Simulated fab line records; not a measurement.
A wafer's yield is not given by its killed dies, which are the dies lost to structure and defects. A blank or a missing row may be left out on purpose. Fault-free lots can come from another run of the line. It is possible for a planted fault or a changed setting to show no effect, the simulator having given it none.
A struck lot beside a sound one ; flow sky130 ; 31 out of 708 route steps
Sound: these wafers, L246.2, L246.5, L246.6. Struck: wafer L253.6 (L253.4, L253.5, from the same lot, were not struck and are left out); the cause is given at the end.
Order at every step that has rows: each side's tool, ch and its chambers, its first start. Under that, the readings that differ: sound wafers ; struck wafers ; difference of the means ; sigmas: that difference in standard deviations of wafers without a fault.
alike: same words and numbers on both sides, and readings whose means sit less than 2 such deviations apart. not compared: any withheld reading, any reading some wafer has no value for, any bound like >300 that may hide the same value, and any number with overlapping values for which the record gives no deviation.
Wherever a step has rows on one side only, a row that says differs or no value, or a row with sigmas, the two part there. Numbers that don't overlap but have no deviation are shown without sigmas and don't part them. A reading missing from all wafers of one side parts the sides only when that side holds two or more wafers.

SKY_LI_CONTACT_OVL_MEAS_13:
  sound on overlay-01 at day 28 22:34; struck on overlay-02 at day 31 10:37
  alike: LI_CONTACT_OVL
then, 2 steps without rows for these wafers: SKY_LI_CONTACT_ETCH_14 (etches BARC in N2/H2, stops on SiO2, time 45.9 s, target depth 60 nm); SKY_LI_CONTACT_ETCH_15 (etches PSG in C4F8/O2/Ar, stops on Si, target depth 600 nm).
SKY_LI_CONTACT_STRIP_16: strips in O2/N2.
  sound on plasma-asher-03 ch 0,1, day 28 22:43; struck on plasma-asher-03 ch 1, day 31 10:48
  alike: drypump-motor-current-A, oes-product-au, strip-time-to-endpoint-s
  not compared: rf-hours-counter-h
then, 2 steps without rows for these wafers: SKY_LI_CONTACT_CLEAN_17 (cleans in NMP, time 600 s); SKY_LI_CONTACT_PRE_CLEAN_18 (time 5.6 s).
SKY_LI_CONTACT_SPUTTER_19: material Ti, target thk 20 nm, time 106.37 s.
  sound on pvd-sputter-03 at day 28 23:01; struck on pvd-sputter-02 at day 31 11:05
  alike: throttle-valve-pct
SKY_LI_CONTACT_SPUTTER_20: material TiN, target thk 20 nm, time 80 s.
  sound on pvd-sputter-03 at day 28 23:05; struck on pvd-sputter-02 at day 31 11:09
  alike: throttle-valve-pct
then, 1 step without rows for these wafers: SKY_LI_CONTACT_CVD_21 (deposits W, target thk 400 nm, time 120.56 s).
SKY_LI_CONTACT_RS_MEAS_22: measures by four-point-probe.
  sound on film-metro-04 at day 28 23:18; struck on film-metro-01 at day 31 11:24
  alike: LI_CONTACT_W_RS
SKY_LI_CONTACT_THK_MEAS_23: measures by xrf.
  sound on film-metro-04 at day 28 23:25; struck on film-metro-01 at day 31 11:29
  alike: LI_CONTACT_W_THK
SKY_LI_CONTACT_CMP_24: polishes, stops on PSG, t overpolish 20 s, target thk 0 nm.
  sound on cmp-01 ch 0,3, day 28 23:31; struck on cmp-02 ch 3, day 31 11:37
  alike: motor-current-A, overpolish-run-s, platen-rpm, time-to-endpoint-s
SKY_LOCAL_INTERCONNECT_SPUTTER_00: material TiN, target thk 100 nm, time 83.3 s.
  sound on pvd-sputter-02 at day 28 23:46; struck on pvd-sputter-04 at day 31 11:51
reading;sound;struck;difference;sigmas
model.TiN_of_LOCAL_INTERCONNECT_SPUTTER_00.thk-nm (nm);99.45 100.4 100.5;139.7;+39.6;
  alike: throttle-valve-pct
SKY_LOCAL_INTERCONNECT_RS_MEAS_01: measures by four-point-probe.
  sound on film-metro-03 at day 28 23:50; struck on film-metro-02 at day 31 11:56
reading;sound;struck;difference;sigmas
LOCAL_INTERCONNECT_TIN_RS (ohm/sq);14.25 14.07 14.09;9.98;-4.16;-30
SKY_LOCAL_INTERCONNECT_THK_MEAS_02: measures by xrf.
  sound on film-metro-03 at day 28 23:57; struck on film-metro-02 at day 31 12:02
reading;sound;struck;difference;sigmas
LOCAL_INTERCONNECT_TIN_THK (nm);99.8 101.1 101.6;141.3;+40.5;+42
then, 8 steps without rows for these wafers: SKY_LOCAL_INTERCONNECT_DEHYDRATE_03 (time 60 s); SKY_LOCAL_INTERCONNECT_HMDS_04 (prime time 60 s); SKY_LOCAL_INTERCONNECT_COAT_05 (resist thk 60 nm); SKY_LOCAL_INTERCONNECT_COAT_06 (resist thk 450 nm); SKY_LOCAL_INTERCONNECT_SOFTBAKE_07 (time 88.39 s); SKY_LOCAL_INTERCONNECT_EXPOSE_08 (exposes mask LI1M, target cd 170 nm); SKY_LOCAL_INTERCONNECT_PEB_09; SKY_LOCAL_INTERCONNECT_DEVELOP_10 (develop time 60 s).
SKY_LOCAL_INTERCONNECT_CD_MEAS_11: target cd 170 nm.
  sound on cd-sem-01 at day 30 04:01; struck on cd-sem-02 at day 32 15:07
reading;sound;struck;difference;sigmas
cd-nm (nm);171.5 172.7 171.9;167.0;-5.0;-3
SKY_LOCAL_INTERCONNECT_OVL_MEAS_12:
  sound on overlay-01 at day 30 04:08; struck on overlay-01 at day 32 15:11
  alike: LOCAL_INTERCONNECT_OVL
then, 1 step without rows for these wafers: SKY_LOCAL_INTERCONNECT_ETCH_13 (etches BARC in N2/H2, stops on SiO2, time 45.9 s, target depth 60 nm).
SKY_LOCAL_INTERCONNECT_METAL_ETCH_14: etches TiN in Cl2/BCl3, stops on PSG, target depth 110 nm, time 31.4 s.
  sound on rie-metal-03 ch 0,1, day 30 04:13; struck on rie-metal-04 ch 0, day 32 15:17
reading;sound;struck;difference;sigmas
oes-product-au (a.u.);0.938 0.940 0.953;0.997;+0.053;+7
throttle-valve-pct (%);21.905 21.899 21.886;21.873;-0.024;-2
  alike: drypump-motor-current-A
  not compared: rf-hours-counter-h
SKY_LOCAL_INTERCONNECT_STRIP_15: strips in O2/N2.
  sound on plasma-asher-04 ch 0,1, day 30 04:16; struck on plasma-asher-02 ch 1, day 32 15:22
  alike: drypump-motor-current-A, oes-product-au, strip-time-to-endpoint-s
  not compared: rf-hours-counter-h
SKY_LOCAL_INTERCONNECT_STRIP_16: strips in post etch residue remover, time 1200 s.
  sound on wet-bench-03 ch 3, day 30 04:22; struck on wet-bench-01 ch 1, day 32 15:25
reading;sound;struck;difference;sigmas
model.TiN_of_LOCAL_INTERCONNECT_SPUTTER_00.thk-nm (nm);99.03 100 100;139.3;+39.6;
then, 2 steps without rows for these wafers: SKY_LOCAL_INTERCONNECT_CLEAN_17 (cleans in IPA, time 180 s); SKY_PAD_OPEN_PROBE_99.

== WHERE THEY PART ==
At SKY_LOCAL_INTERCONNECT_RS_MEAS_01 first; at SKY_LOCAL_INTERCONNECT_METAL_ETCH_14 last (within this record only). Later steps at which nothing parts them and some readings are alike: SKY_LOCAL_INTERCONNECT_STRIP_15.

WHY: what had been put in by the simulator
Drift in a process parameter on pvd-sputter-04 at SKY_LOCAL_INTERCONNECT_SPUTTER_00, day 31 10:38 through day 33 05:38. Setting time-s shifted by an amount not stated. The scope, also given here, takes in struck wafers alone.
